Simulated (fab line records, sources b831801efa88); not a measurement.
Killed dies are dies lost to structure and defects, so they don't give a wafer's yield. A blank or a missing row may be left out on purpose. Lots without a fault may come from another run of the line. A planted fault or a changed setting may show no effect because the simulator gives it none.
fab line records | flow sky130 | part 2 of 2: steps 27 to 36 of 36
record lots=5 wafers=15 last_day=50
route steps=708 shown VIA2@531 METAL3@532 CAPM@537
lots that met no fault: from a run of the same line without faults
start_h: hours from the record's first day to the start of the lot's first wafer shown | wait_h: hours since the lot's step before | " the same as in the row above | L1.1+2: a row that stands for several wafers | - no value, or no start given | * or withheld: withheld | < > ~ a bound
route shown NAME@n: a module of which the file shows steps, and the number in the route of the first | usual: mean/standard deviation of fault-free wafers | same: alike in all rows | chamber/n: place in a boat | sites: the reading at each site | _std_site: their standard deviation | _edge_site: outer sites' mean less inner sites' | radius_mm: how far each site lies from the wafer's centre | mask NAME#n: copy n | behind: the tool/chamber that last shaped the wafer | hold: why the lot was held/for how many hours/how that ended | device: the transistor (n, p or np) that didn't switch | end of line: the same wafers' tests at the end of the route | a step without rows: its recipe alone | killed: dies lost to structure and defects at the first sort, not the wafer's yield | map: a wafer's dies, x killed, . not, _ none there
set.NAME: the setting as run; set.NAME@STEP: as run at that earlier step | model.NAME: the simulator's own value behind a step, which no gauge read
lots at some steps of the route; a table a step, a row a wafer
services: from which hour (start_h, from the record's first day; less than 0 if before it) a tool's chamber was out of use, for how many hours, and why
## steps
# step SKY_METAL3_COAT_07
# recipe resist=BARC temp_c=withheld time_s=withheld spin_rpm=3000 resist_thk_nm=60
# usual dispense_pressure_kPa=51.6/0.83 spin_speed_rpm=3000.4/1.6
# columns lot.wafer tool chamber start_h wait_h dispense_pressure_kPa spin_speed_rpm
L074.1 litho_track-01 0 882.73 0.1 52.7 3000.1
L074.2 " 0 " " 52.7 3000.7
L074.4 " 0 " " 52.7 3000.1
L079.3 litho_track-02 0 938.41 0.1 51.7 2997.7
L079.4 " 0 " " 51.6 3000.8
L079.5 " 0 " " 51.7 2998.0
L094.1 litho_track-03 0 1042.60 0.1 50.7 3000.4
L094.5 " 0 " " 50.8 2998.4
L094.6 " 0 " " 50.7 2999.0
L095.1 litho_track-03 0 1046.55 0.1 50.7 3000.4
L095.2 " 0 " " 50.7 3002.4
L095.6 " 0 " " 50.7 3000.4
L097.1 litho_track-01 0 1049.13 0.1 52.7 3001.2
L097.5 " 0 " " 52.8 2999.8
L097.6 " 0 " " 52.7 2998.6
# step SKY_METAL3_COAT_08
# recipe resist=KrF-thick spin_rpm=3000 resist_thk_nm=1140
# usual dispense_pressure_kPa=51.5/0.79 spin_speed_rpm=3000.0/1.9
# columns lot.wafer tool chamber start_h wait_h dispense_pressure_kPa spin_speed_rpm
L074.1 litho_track-01 0 - - 52.6 2999.7
L074.2 " 0 " " 52.6 3001.0
L074.4 " 0 " " 52.6 2998.5
L079.3 litho_track-02 0 - - 51.7 2999.1
L079.4 " 0 " " 51.7 3000.7
L079.5 " 0 " " 51.7 3001.4
L094.1 litho_track-03 0 - - 50.8 3001.5
L094.5 " 0 " " 50.7 2997.8
L094.6 " 0 " " 50.7 3001.7
L095.1 litho_track-03 0 - - 50.8 2999.2
L095.2 " 0 " " 50.7 3003.1
L095.6 " 0 " " 50.8 3000.6
L097.1 litho_track-01 0 - - 52.6 3002.1
L097.5 " 0 " " 52.6 3000.2
L097.6 " 0 " " 52.6 2999.3
# step SKY_METAL3_SOFTBAKE_09
# recipe temp_c=100 time_s=90 resist=KrF-thick
# columns lot.wafer tool chamber start_h wait_h
L074.1+2+4 litho_track-01 0 - -
L079.3+4+5 litho_track-02 0 - -
L094.1+5+6 litho_track-03 0 - -
L095.1+2+6 litho_track-03 0 - -
L097.1+5+6 litho_track-01 0 - -
# step SKY_METAL3_EXPOSE_10
# recipe mask_id=MM3 na=0.68 source_shape=annular sigma_inner=0.4 sigma_outer=0.8 target_cd_nm=300 dose_mj=28
# same na=0.68
# columns lot.wafer tool chamber start_h wait_h mask
L074.1+2+4 krf_scanner-01 0 - - MM3#0
L079.3+4+5 krf_scanner-01 0 - - MM3#0
L094.1+5+6 krf_scanner-01 0 - - MM3#0
L095.1+2+6 krf_scanner-01 0 - - MM3#0
L097.1+5+6 krf_scanner-01 0 - - MM3#0
# step SKY_METAL3_PEB_11
# recipe peb_temp_c=withheld peb_time_s=withheld resist=KrF-thick
# columns lot.wafer tool chamber start_h wait_h
L074.1+2+4 litho_track-01 0 - -
L079.3+4+5 litho_track-02 0 - -
L094.1+5+6 litho_track-01 0 - -
L095.1+2+6 litho_track-01 0 - -
L097.1+5+6 litho_track-03 0 - -
# step SKY_METAL3_DEVELOP_12
# recipe develop_time_s=60 resist=KrF-thick dev_temp_c=21
# columns lot.wafer tool chamber start_h wait_h
L074.1+2+4 litho_track-01 0 - -
L079.3+4+5 litho_track-02 0 - -
L094.1+5+6 litho_track-01 0 - -
L095.1+2+6 litho_track-01 0 - -
L097.1+5+6 litho_track-03 0 - -
# step SKY_METAL3_CD_MEAS_13
# recipe target_cd_nm=300
# usual cd_nm=300.3/1.5
# columns lot.wafer tool chamber start_h wait_h cd_nm
L074.1 cd_sem-01 - 895.78 - 301.6
L074.2 " - " " 303.9
L074.4 " - " " 302.8
L079.3 cd_sem-02 - 951.45 - 301.4
L079.4 " - " " 299.8
L079.5 " - " " 300.5
L094.1 cd_sem-01 - 1055.43 - 297.7
L094.5 " - " " 297.3
L094.6 " - " " 298.2
L095.1 cd_sem-01 - 1059.18 - 297.0
L095.2 " - " " 298.4
L095.6 " - " " 299.0
L097.1 cd_sem-01 - 1061.00 - 301.2
L097.5 " - " " 299.5
L097.6 " - " " 301.3
# step SKY_METAL3_OVL_MEAS_14
# usual METAL3_OVL=0/5.9
# columns lot.wafer tool chamber start_h wait_h METAL3_OVL[nm]
L074.1 overlay-01 - 895.90 0.1 2
L074.2 " - " " 1
L074.4 " - " " 8
L079.3 overlay-02 - 951.54 0.1 -1
L079.4 " - " " -9
L079.5 " - " " -2
L094.1 overlay-01 - 1055.55 0.1 -3
L094.5 " - " " 6
L094.6 " - " " 3
L095.1 overlay-01 - 1059.30 0.1 -14
L095.2 " - " " -8
L095.6 " - " " -7
L097.1 overlay-02 - 1061.12 0.1 7
L097.5 " - " " -1
L097.6 " - " " 2
# step SKY_METAL3_DESCUM_15
# recipe chemistry=O2 source_power_w=150 bias_power_w=0 pressure_mtorr=10 temp_c=40 time_s=8
# usual drypump_motor_current_A=6.1/0.42 he_backside_leak_sccm=3.4/0.31 oes_product_au=0.999/0.0093
# columns lot.wafer tool chamber start_h wait_h drypump_motor_current_A he_backside_leak_sccm oes_product_au rf_hours_counter_h
L074.1 rie_metal-01 0 895.94 0.0 6.8 3.1 1.001 6
L074.2 " 1 " " 5.3 3.2 1.013 4
L074.4 " 1 " " 5.3 3.2 0.998 -
L079.3 rie_metal-03 1 951.58 0.0 6.1 3.4 1.015 -
L079.4 " 0 " " 6.2 3.3 1.007 -
L079.5 " 1 " " 6.1 3.2 0.999 -
L094.1 rie_metal-03 0 1055.59 0.0 6.2 3.5 1.007 21
L094.5 " 0 " " 6.2 3.5 1.011 -
L094.6 " 1 " " 6.1 3.3 0.998 -
L095.1 rie_metal-03 1 1059.34 0.0 6.1 3.3 1.013 15
L095.2 " 0 " " 6.2 3.6 1.008 21
L095.6 " 0 " " 6.2 3.5 1.006 -
L097.1 rie_metal-01 1 1061.16 0.0 5.3 3.3 1.002 13
L097.5 " 0 " " 6.8 3.1 1.008 -
L097.6 " 1 " " 5.3 3.5 1.001 -
# step SKY_METAL3_ETCH_16
# recipe chemistry=N2/H2 target=BARC ion_energy_ev=200 bias_w=100 pressure_mtorr=30 n2_flow_sccm=100 h2_flow_sccm=200 icp_w=500 stop_on=SiO2 time_s=88.2 target_depth_a=600
# usual bias_w=100.0/0.32 drypump_motor_current_A=6.1/0.42 he_backside_leak_sccm=3.33/0.23 oes_product_au=0.626/0.0045 throttle_valve_pct=13.204/0.0089
# columns lot.wafer tool chamber start_h wait_h bias_w drypump_motor_current_A he_backside_leak_sccm oes_product_au rf_hours_counter_h throttle_valve_pct
L074.1 rie_metal-01 0 895.97 0.0 100.4 6.8 3.18 0.629 6 13.215
L074.2 " 1 " " 99.6 5.3 3.35 0.624 4 13.213
L074.4 " 1 " " 100.2 5.3 3.31 0.625 - 13.203
L079.3 rie_metal-03 1 951.63 0.0 99.9 6.0 3.48 0.617 - 13.218
L079.4 " 0 " " 100.2 6.2 3.42 0.626 - 13.211
L079.5 " 1 " " 99.9 6.0 3.35 0.627 - 13.191
L094.1 rie_metal-03 0 1055.62 0.0 100.1 6.2 3.55 0.630 21 13.210
L094.5 " 0 " " 100.3 6.2 3.65 0.623 - 13.206
L094.6 " 1 " " 99.8 6.1 3.40 0.631 - 13.215
L095.1 rie_metal-03 1 1059.37 0.0 99.7 6.1 3.41 0.627 15 13.185
L095.2 " 0 " " 99.9 6.2 3.45 0.630 21 13.207
L095.6 " 0 " " 100.1 6.2 3.40 0.623 - 13.197
L097.1 rie_metal-01 1 1061.19 0.0 100.1 5.3 3.43 0.632 13 13.204
L097.5 " 0 " " 100.0 6.8 3.29 0.619 - 13.191
L097.6 " 1 " " 100.3 5.4 3.13 0.624 - 13.204
## services
# columns tool chamber start_h hours kind
krf_scanner-01 - 852.01 1.0 pm
cmp-01 - 854.48 3.1 repair
cmp-01 - 858.35 5.7 pm
pecvd-01 0 873.86 8.0 repair
plasma_asher-03 - 881.51 2.8 pm
krf_scanner-01 - 884.03 0.6 repair
pecvd-01 - 897.81 0.9 repair
wet_bench-02 - 907.38 1.0 repair
cmp-01 - 912.29 4.0 pm
krf_scanner-01 - 923.14 1.3 pm
pvd_sputter-03 - 924.89 2.9 repair
iline_stepper-01 - 931.95 1.7 pm
krf_scanner-01 - 935.48 0.8 pm
pecvd-01 - 940.67 1.5 repair
krf_scanner-01 - 959.28 1.5 pm
rie_metal-03 0 964.31 4.1 repair
krf_scanner-01 - 988.97 4.8 repair
wet_bench-02 - 992.93 2.9 repair
iline_stepper-01 - 1012.05 0.6 repair
krf_scanner-01 - 1044.40 4.0 pm
pvd_sputter-04 - 1048.40 6.9 repair
krf_scanner-01 - 1049.82 1.0 pm
krf_scanner-01 - 1053.73 0.4 repair
iline_stepper-01 - 1056.82 41.2 repair
